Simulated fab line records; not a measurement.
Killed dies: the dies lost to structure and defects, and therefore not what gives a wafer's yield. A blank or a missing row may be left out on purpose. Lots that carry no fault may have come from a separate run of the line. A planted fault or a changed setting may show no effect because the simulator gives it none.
Which tool was responsible? + flow sky130 + at 1 step of a route of 708, 11 lots with 33 wafers sampled

WHAT EACH GAUGE READ, for each wafer
SKY_VIA2_BOW_MEAS_03.
| lot  | measured     | on            | VIA2_BOW (um) |
|------|--------------|---------------|---------------|
| L661 | day 36 09:27 | film-metro-01 | 86 75 88      |
| L663 | day 36 20:10 | film-metro-01 | 90 90 96      |
| L664 | day 37 02:49 | film-metro-01 | 92 88 84      |
| L668 | day 38 13:23 | film-metro-01 | 74 79 83      |
| L670 | day 38 14:55 | film-metro-04 | 81 83 72      |
| L674 | day 39 20:37 | film-metro-01 | 84 86 94      |
| L678 | day 41 09:08 | film-metro-04 | 93 80 88      |
| L679 | day 41 11:33 | film-metro-03 | 90 82 94      |
| L680 | day 42 05:55 | film-metro-01 | 83 94 82      |
| L681 | day 42 12:50 | film-metro-04 | 93 90 87      |
| L682 | day 42 21:19 | film-metro-04 | 82 89 90      |

TOOL THAT RAN EACH LOT (tool first, then ch and the chambers of the sampled wafers, then the start)
No process step before these readings appears in the record.

THE ANSWER, worked out from the rows above alone
Rule: what is usual is taken from the lots themselves. Put in order of their means at a reading, lots are off if they are a third of the lots or fewer, leave a main group of 4 or more, and stand apart from it by a gap of 3 or more times the standard deviation of the main group's means; of several such gaps the widest counts. A main group whose means are all the same, to the digits that the tables above print for the reading, isn't used. A lot without any number at a reading at which 4 lots or more have one is off too. Any other lot the step has rows for is counted as sound.
No lot is off at any reading shown: from this, nothing can be told.

WHAT THE SIMULATOR HAD INSERTED
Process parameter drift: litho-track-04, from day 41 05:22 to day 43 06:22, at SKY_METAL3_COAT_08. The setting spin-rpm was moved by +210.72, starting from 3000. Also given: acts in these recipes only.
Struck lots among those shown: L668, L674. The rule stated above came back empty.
